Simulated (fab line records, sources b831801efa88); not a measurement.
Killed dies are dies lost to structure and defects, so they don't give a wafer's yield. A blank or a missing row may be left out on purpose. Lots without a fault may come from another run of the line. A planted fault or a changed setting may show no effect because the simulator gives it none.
Which tool did it? | flow gf180mcu | 24 lots, 72 wafers sampled, at 6 steps of a route of 602

WHAT THE GAUGES READ, wafer by wafer
GF_CONTACT_THK_MEAS_03. Usual: CONTACT_CVD_02_THK 859 nm, standard deviation 10.
lot  | measured     | on            | CONTACT_CVD_02_THK (nm) | flag
L074 | day 14 23:56 | film_metro-01 | 859 854 864             |
L076 | day 15 23:26 | film_metro-01 | 849 839 868             |
L075 | day 16 00:03 | film_metro-03 | 851 865 872             |
L077 | day 16 08:55 | film_metro-02 | 843 861 864             |
L078 | day 16 18:10 | film_metro-01 | 851 857 866             |
L079 | day 16 22:44 | film_metro-01 | 840 847 857             |
L080 | day 17 04:23 | film_metro-02 | 845 851 869             |
L081 | day 17 19:34 | film_metro-03 | 845 863 851             |
L082 | day 18 01:53 | film_metro-02 | 844 853 855             |
L083 | day 18 09:16 | film_metro-03 | 853 849 859             |
L084 | day 18 17:11 | film_metro-02 | 856 866 881             |
L085 | day 19 03:38 | film_metro-02 | 855 869 863             |
L086 | day 19 13:28 | film_metro-01 | 849 852 872             |
L087 | day 19 20:20 | film_metro-01 | 851 844 858             |
L088 | day 20 05:21 | film_metro-03 | 867 857 869             |
L089 | day 20 13:58 | film_metro-02 | 851 850 852             |
L090 | day 20 20:52 | film_metro-02 | 854 849 848             |
L091 | day 21 08:16 | film_metro-03 | 843 870 876             |
L092 | day 21 19:42 | film_metro-03 | 860 866 862             |
L093 | day 22 07:14 | film_metro-03 | 856 860 870             |
L094 | day 22 10:40 | film_metro-01 | 857 869 865             |
L095 | day 22 13:53 | film_metro-01 | 856 859 876             |
L096 | day 22 17:27 | film_metro-03 | 868 864 880             |
L097 | day 23 07:46 | film_metro-03 | 850 866 868             |

GF_V1_THK_MEAS_01. Usual: V1_CVD_00_THK 596 nm, standard deviation 5.6.
lot  | measured     | on            | V1_CVD_00_THK (nm) | flag
L074 | day 16 22:48 | film_metro-04 | 597 599 603        |
L076 | day 17 23:55 | film_metro-02 | 598 596 593        |
L075 | day 18 01:28 | film_metro-01 | 594 604 600        |
L077 | day 18 09:55 | film_metro-01 | 601 597 597        |
L078 | day 18 20:11 | film_metro-02 | 600 595 594        |
L079 | day 19 00:04 | film_metro-04 | 593 590 597        |
L080 | day 19 06:13 | film_metro-04 | 599 602 614        |
L081 | day 19 23:02 | film_metro-01 | 605 597 608        |
L082 | day 20 04:26 | film_metro-04 | 593 587 595        |
L083 | day 20 12:32 | film_metro-04 | 598 599 600        |
L084 | day 20 20:04 | film_metro-04 | 599 603 596        |
L085 | day 21 07:05 | film_metro-01 | 591 589 590        |
L086 | day 21 15:16 | film_metro-01 | 598 594 591        |
L087 | day 22 00:02 | film_metro-02 | 595 598 595        |
L088 | day 22 07:47 | film_metro-02 | 601 606 607        |
L089 | day 22 15:54 | film_metro-01 | 597 595 593        |
L090 | day 22 22:49 | film_metro-04 | 584 591 591        |
L091 | day 23 10:14 | film_metro-02 | 590 591 591        |
L092 | day 23 20:04 | film_metro-04 | 588 592 587        |
L093 | day 24 07:06 | film_metro-04 | 582 587 592        |
L094 | day 24 10:53 | film_metro-04 | 599 597 598        |
L095 | day 24 12:56 | film_metro-01 | 591 598 587        |
L096 | day 24 16:55 | film_metro-01 | 595 595 593        |
L097 | day 25 06:25 | film_metro-02 | 601 608 598        |

GF_PASSIVATION_BOW_MEAS_14. Usual: PASSIVATION_BOW 137 um, standard deviation 11.
lot  | measured     | on            | PASSIVATION_BOW (um) | flag
L074 | day 28 23:16 | film_metro-02 | 152 154 158          |
L076 | day 29 17:52 | film_metro-03 | 119 112 112          |
L075 | day 29 19:24 | film_metro-01 | 159 138 152          |
L077 | day 30 01:38 | film_metro-03 | 128 132 141          |
L078 | day 30 08:59 | film_metro-03 | 126 133 132          |
L079 | day 30 12:05 | film_metro-03 | 125 130 141          |
L080 | day 30 16:47 | film_metro-01 | 136 136 134          |
L081 | day 31 04:52 | film_metro-01 | 128 119 137          |
L082 | day 31 10:35 | film_metro-01 | 148 137 137          |
L083 | day 31 17:14 | film_metro-01 | 131 132 129          |
L084 | day 31 22:53 | film_metro-01 | 128 159 153          |
L085 | day 32 06:50 | film_metro-01 | 131 134 128          |
L086 | day 32 11:49 | film_metro-03 | 139 136 145          |
L087 | day 32 16:20 | film_metro-01 | 138 128 124          |
L088 | day 32 22:59 | film_metro-01 | 131 126 124          |
L089 | day 33 04:28 | film_metro-02 | 142 131 158          |
L090 | day 33 13:47 | film_metro-03 | 154 132 137          |
L091 | day 33 18:17 | film_metro-01 | 137 129 121          |
L092 | day 34 01:28 | film_metro-03 | 161 157 150          |
L093 | day 34 08:43 | film_metro-03 | 151 134 144          |
L094 | day 34 10:31 | film_metro-03 | 138 144 133          |
L095 | day 34 12:13 | film_metro-02 | 136 134 138          |
L096 | day 34 15:37 | film_metro-02 | 129 133 141          |
L097 | day 34 22:58 | film_metro-02 | 137 126 123          |

WHICH TOOL RAN EACH LOT (tool, then ch and the chambers of the sampled wafers, then the start)
lot  | GF_CONTACT_CVD_02               | GF_V3_ETCH_17                                 | GF_V5_CVD_02
L074 | pecvd-04 ch 1,2, day 14 23:52   | rie_diel-03 ch 0,2, day 26 02:29 or earlier   | pecvd-02 ch 1,2, day 26 02:29
L076 | pecvd-04 ch 0,2, day 15 23:22   | rie_diel-02 ch 0,2, day 27 02:14 or earlier   | pecvd-03 ch 0,1, day 27 02:14
L075 | pecvd-03 ch 1,2, day 15 23:58   | rie_diel-02 ch 1,2, day 27 02:35 or earlier   | pecvd-01 ch 0,2, day 27 02:35
L077 | pecvd-04 ch 0,1, day 16 08:50   | rie_diel-02 ch 0,1,3, day 27 10:13 or earlier | pecvd-02 ch 0,1, day 27 10:13
L078 | pecvd-02 ch 0,1, day 16 18:05   | rie_diel-04 ch 1,2,3, day 27 18:33 or earlier | pecvd-01 ch 0,2, day 27 18:33
L079 | pecvd-02 ch 1,2, day 16 22:40   | rie_diel-02 ch 0,1,2, day 27 21:10 or earlier | pecvd-01 ch 0,1, day 27 21:10
L080 | pecvd-02 ch 0,2, day 17 04:19   | rie_diel-04 ch 0,1,3, day 28 02:57 or earlier | pecvd-02 ch 0,1, day 28 02:57
L081 | pecvd-02 ch 0,1,2, day 17 19:30 | rie_diel-02 ch 2,3, day 28 16:59 or earlier   | pecvd-01 ch 0,2, day 28 16:59
L082 | pecvd-02 ch 1,2, day 18 01:49   | rie_diel-02 ch 0,2,3, day 28 22:10 or earlier | pecvd-03 ch 0,1,2, day 28 22:10
L083 | pecvd-04 ch 0,1,2, day 18 09:11 | rie_diel-04 ch 0,1,3, day 29 04:28 or earlier | pecvd-03 ch 0,1,2, day 29 04:28
L084 | pecvd-03 ch 0,1,2, day 18 17:07 | rie_diel-02 ch 1,2,3, day 29 11:31 or earlier | pecvd-02 ch 0,1,2, day 29 11:31
L085 | pecvd-02 ch 0,1,2, day 19 03:34 | rie_diel-04 ch 2,3, day 29 19:22 or earlier   | pecvd-03 ch 0,1,2, day 29 19:22
L086 | pecvd-04 ch 0,1, day 19 13:24   | rie_diel-02 ch 0,1,2, day 30 01:38 or earlier | pecvd-02 ch 0,1, day 30 01:38
L087 | pecvd-04 ch 0,1,2, day 19 20:15 | rie_diel-04 ch 0,1,2, day 30 08:06 or earlier | pecvd-02 ch 0,1,2, day 30 08:06
L088 | pecvd-03 ch 0,1,2, day 20 05:17 | rie_diel-03 ch 0,1,2, day 30 14:29 or earlier | pecvd-01 ch 0,1,2, day 30 14:29
L089 | pecvd-04 ch 0,1,2, day 20 13:53 | rie_diel-04 ch 0,1,3, day 30 20:49 or earlier | pecvd-01 ch 1,2, day 30 20:49
L090 | pecvd-03 ch 0,1,2, day 20 20:48 | rie_diel-04 ch 0,1,2, day 31 00:46 or earlier | pecvd-01 ch 0,1,2, day 31 00:46
L091 | pecvd-03 ch 0,1,2, day 21 08:11 | rie_diel-04 ch 0,1,2, day 31 11:49 or earlier | pecvd-03 ch 0,1,2, day 31 11:49
L092 | pecvd-04 ch 0,2, day 21 19:37   | rie_diel-03 ch 0,1, day 31 19:17 or earlier   | pecvd-01 ch 1,2, day 31 19:17
L093 | pecvd-03 ch 0,1, day 22 07:10   | rie_diel-02 ch 2,3, day 32 03:44 or earlier   | pecvd-02 ch 0,1, day 32 03:44
L094 | pecvd-03 ch 0,2, day 22 10:35   | rie_diel-04 ch 0,1,3, day 32 06:36 or earlier | pecvd-01 ch 1,2, day 32 06:36
L095 | pecvd-02 ch 0,1,2, day 22 13:49 | rie_diel-04 ch 0,3, day 32 08:21 or earlier   | pecvd-01 ch 1,2, day 32 08:21
L096 | pecvd-03 ch 0,1,2, day 22 17:23 | rie_diel-03 ch 1,2,3, day 32 11:17 or earlier | pecvd-01 ch 0,1,2, day 32 11:17
L097 | pecvd-03 ch 0,1, day 23 07:41   | rie_diel-02 ch 0,1,2, day 32 20:02 or earlier | pecvd-01 ch 0,1, day 32 20:02
- GF_CONTACT_CVD_02: deposits SiO2 from TEOS, target thk 860 nm, time 95.992 s.
- GF_V3_ETCH_17: etches SiO2 in C4F8/O2/Ar, stops on TiN, target depth 635 nm.
- GF_V5_CVD_02: deposits SiO2 from TEOS, target thk 1450 nm, time 163.28 s.

WHAT THE TOOLS THEMSELVES READ (means of the sampled wafers that have a number; where no wafer has one, the mark that the record gives instead)
GF_CONTACT_CVD_02. Usual: heater_power_w 669 W, standard deviation 100.
lot  | tool     | heater_power_w (W) | flag
L074 | pecvd-04 | 703                |
L076 | pecvd-04 | 796                |
L075 | pecvd-03 | 708                |
L077 | pecvd-04 | 772                |
L078 | pecvd-02 | 596                |
L079 | pecvd-02 | 576                |
L080 | pecvd-02 | 799                |
L081 | pecvd-02 | 692                |
L082 | pecvd-02 | 643                |
L083 | pecvd-04 | 742                |
L084 | pecvd-03 | 605                |
L085 | pecvd-02 | 629                |
L086 | pecvd-04 | 731                |
L087 | pecvd-04 | 712                |
L088 | pecvd-03 | 574                |
L089 | pecvd-04 | 738                |
L090 | pecvd-03 | 579                |
L091 | pecvd-03 | 616                |
L092 | pecvd-04 | 710                |
L093 | pecvd-03 | 618                |
L094 | pecvd-03 | 574                |
L095 | pecvd-02 | 675                |
L096 | pecvd-03 | 563                |
L097 | pecvd-03 | 568                |

GF_V3_ETCH_17. Usual: oes_product_au 0.856 a.u., standard deviation 0.0046.
lot  | tool        | oes_product_au (a.u.) | flag
L074 | rie_diel-03 | 0.856                 |
L076 | rie_diel-02 | 0.858                 |
L075 | rie_diel-02 | 0.859                 |
L077 | rie_diel-02 | 0.849                 |
L078 | rie_diel-04 | 0.853                 |
L079 | rie_diel-02 | 0.860                 |
L080 | rie_diel-04 | 0.852                 |
L081 | rie_diel-02 | 0.860                 |
L082 | rie_diel-02 | 0.858                 |
L083 | rie_diel-04 | 0.855                 |
L084 | rie_diel-02 | 0.858                 |
L085 | rie_diel-04 | 0.861                 |
L086 | rie_diel-02 | 0.856                 |
L087 | rie_diel-04 | 0.855                 |
L088 | rie_diel-03 | 0.860                 |
L089 | rie_diel-04 | 0.856                 |
L090 | rie_diel-04 | 0.862                 |
L091 | rie_diel-04 | 0.856                 |
L092 | rie_diel-03 | 0.857                 |
L093 | rie_diel-02 | 0.862                 |
L094 | rie_diel-04 | 0.854                 |
L095 | rie_diel-04 | 0.855                 |
L096 | rie_diel-03 | 0.853                 |
L097 | rie_diel-02 | 0.855                 |

GF_V5_CVD_02. Usual: heater_power_w 585 W, standard deviation 110.
lot  | tool     | heater_power_w (W) | flag
L074 | pecvd-02 | 594                |
L076 | pecvd-03 | 612                |
L075 | pecvd-01 | 561                |
L077 | pecvd-02 | 595                |
L078 | pecvd-01 | 564                |
L079 | pecvd-01 | 539                |
L080 | pecvd-02 | 614                |
L081 | pecvd-01 | 512                |
L082 | pecvd-03 | 616                |
L083 | pecvd-03 | 626                |
L084 | pecvd-02 | 655                |
L085 | pecvd-03 | 623                |
L086 | pecvd-02 | 607                |
L087 | pecvd-02 | 606                |
L088 | pecvd-01 | 502                |
L089 | pecvd-01 | 592                |
L090 | pecvd-01 | 587                |
L091 | pecvd-03 | 606                |
L092 | pecvd-01 | 553                |
L093 | pecvd-02 | 658                |
L094 | pecvd-01 | 611                |
L095 | pecvd-01 | 581                |
L096 | pecvd-01 | 595                |
L097 | pecvd-01 | 500                |

THE ANSWER, worked out from the rows above alone
Rule: a lot is off if the mean of its wafers that have a number lies more than 3 standard deviations from the usual mean. A lot without any number at a reading at which 4 lots or more have one is off too. The other lots that the step has rows for count as sound. The gauges are gone through in route order, then the tools' own readings, and for those a lot's mean is taken as printed above. The first step at which some lot is off is used, and at that step the reading that is off furthest; a lot without a number counts as furthest.
No lot is off at any reading shown: from this, nothing can be told.

WHAT THE SIMULATOR HAD PUT IN
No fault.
